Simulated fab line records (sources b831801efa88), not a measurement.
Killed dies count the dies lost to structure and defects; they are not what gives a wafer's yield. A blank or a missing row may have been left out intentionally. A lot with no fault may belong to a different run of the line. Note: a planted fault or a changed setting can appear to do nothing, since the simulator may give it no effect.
Split-lot experiment ; flow sfq line ; 23 wafers read from 5 lots, route of 325 steps

THE SPLIT
At SFQ_TRILAYER_I6_DEP_PECVD_165 (deposits SiO2 from SiH4/N2O, time 111.11 s, target thk 500 nm), the setting time s was moved away from the recipe's 111.11 s on 9 of the 23 wafers read, by +4.3% to +12.7%. This setting was run at the recipe's value on the other wafers.

The reading is taken at the split's own step.

THE READING
SiO2_of_TRILAYER_I6_DEP_PECVD_165.thk nm (the simulator's own value, which no gauge read), in nm, at SFQ_TRILAYER_I6_DEP_PECVD_165 (deposits SiO2 from SiH4/N2O, time 111.11 s, target thk 500 nm). There is no usual value for it anywhere in the file. Across the 14 wafers here that went through the recipe, the average is 503.0 nm and the standard deviation 6 nm.

wafer;tool, chamber at the split;time s as run, s;against the recipe;SiO2_of_TRILAYER_I6_DEP_PECVD_165.thk nm, nm;against lot-mates on the recipe
L075.1;pecvd-01, 1;118.4;+6.6%;539.6;+35.9
L075.2;pecvd-01, 0;111.11;recipe;499.2;-
L075.3;pecvd-01, 2;111.11;recipe;508.2;-
L075.5;pecvd-01, 2;118.4;+6.6%;550.7;+47.0
L075.6;pecvd-01, 0;118.4;+6.6%;539.5;+35.8
L077.1;pecvd-01, 0;111.11;recipe;493.5;-
L077.2;pecvd-01, 1;111.11;recipe;509.4;-
L077.4;pecvd-01, 0;125.2;+12.7%;562.6;+61.2
L077.5;pecvd-01, 1;125.2;+12.7%;577.6;+76.2
L077.6;pecvd-01, 2;125.2;+12.7%;570.3;+68.8
L079.2;pecvd-03, 0;111.11;recipe;497.7;-
L079.4;pecvd-03, 2;111.11;recipe;507.7;-
L079.5;pecvd-03, 0;111.11;recipe;496.3;-
L083.1;pecvd-01, 2;111.11;recipe;503.1;-
L083.2;pecvd-01, 1;111.11;recipe;501.7;-
L083.3;pecvd-01, 0;111.11;recipe;501.4;-
L083.4;pecvd-01, 1;111.11;recipe;512.8;-
L083.6;pecvd-01, 2;111.11;recipe;508.2;-
L084.1;pecvd-01, 0;115.9;+4.3%;508.4;+6.9
L084.2;pecvd-01, 1;115.9;+4.3%;522.4;+20.9
L084.3;pecvd-01, 2;111.11;recipe;494.4;-
L084.4;pecvd-01, 1;111.11;recipe;508.6;-
L084.5;pecvd-01, 0;115.9;+4.3%;522.8;+21.3

THE FIT
A straight line over all 23 wafers: SiO2_of_TRILAYER_I6_DEP_PECVD_165.thk nm changes by +5.36 nm for each +1% of time s; r = +0.96; the points scatter about the line by 7.3 nm.
The same after taking each lot's own level away (the mean of its wafers on the recipe; 23 wafers): +5.45 nm for each +1%; r = +0.97; scatter 6.8 nm.
On that fit, the largest move of time s shifts the reading by 69 nm.
Measured against the standard deviation above, the lots' own levels, which go from 500.57 to 505.44 nm, span 0.8 times it.
Consequently the slope shifts little with the lot-to-lot level, the two slopes agreeing.
Check: +71.2 nm against its lot-mates is what the line predicts for one of the wafers moved furthest among these (+12.7%) when that wafer is left out of the fit. Against them it came out at +61.2 nm.

OTHER SPLITS APPLIED TO THESE WAFERS
Note: prior to the reading, these wafers also went through further splits. Each is held against what the fit with the lots' levels taken away leaves over:
other split on the same wafers;wafers away from the commonest value;r with SiO2_of_TRILAYER_I6_DEP_PECVD_165.thk nm (lot level and that fit taken away)
SFQ_TRILAYER_I4_VIA_LITHO_COAT_103 resist thk nm;8;+0.36
SFQ_TRILAYER_JJ_CE_LITHO_COAT_119 spin rpm;10;-0.36
SFQ_TRILAYER_M5_LITHO_COAT_123 spin rpm;8;+0.02
SFQ_TRILAYER_R5_DEP_SPUTTER_132 power w;8;+0.11
SFQ_TRILAYER_R5_LITHO_COAT_136 resist thk nm;7;+0.27
SFQ_TRILAYER_R5_BARC_OPEN_METAL_ETCH_177 icp w;8;-0.23
SFQ_TRILAYER_I5_LITHO_COAT_149 spin rpm;10;-0.08
SFQ_TRILAYER_I5_BARC_OPEN_VIA_ETCH_200 pressure mtorr;15;+0.05
SFQ_TRILAYER_M6_LITHO_COAT_164 spin rpm;10;-0.15
SFQ_TRILAYER_M6_LITHO_PEB_162 peb time s;6;+0.23

THE WHOLE CHAIN: every reading that the file lists as answering this split, in the file's order
step;what it does;reading;change (the file's fit);r (the file's)
SFQ_TRILAYER_I6_DEP_PECVD_165;deposits SiO2 from SiH4/N2O, time 111.11 s, target thk 500 nm;SiO2_of_TRILAYER_I6_DEP_PECVD_165.thk nm (the simulator's own value, which no gauge read);+5.4 nm for each +1% of the setting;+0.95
SFQ_TRILAYER_I6_CMP_CMP_166;polishes SiO2;time to endpoint s;withheld for each +1% of the setting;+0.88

THE FILE'S OWN FIT
SiO2_of_TRILAYER_I6_DEP_PECVD_165.thk nm changes by +5.4 nm for each +1% of time s, r = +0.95.
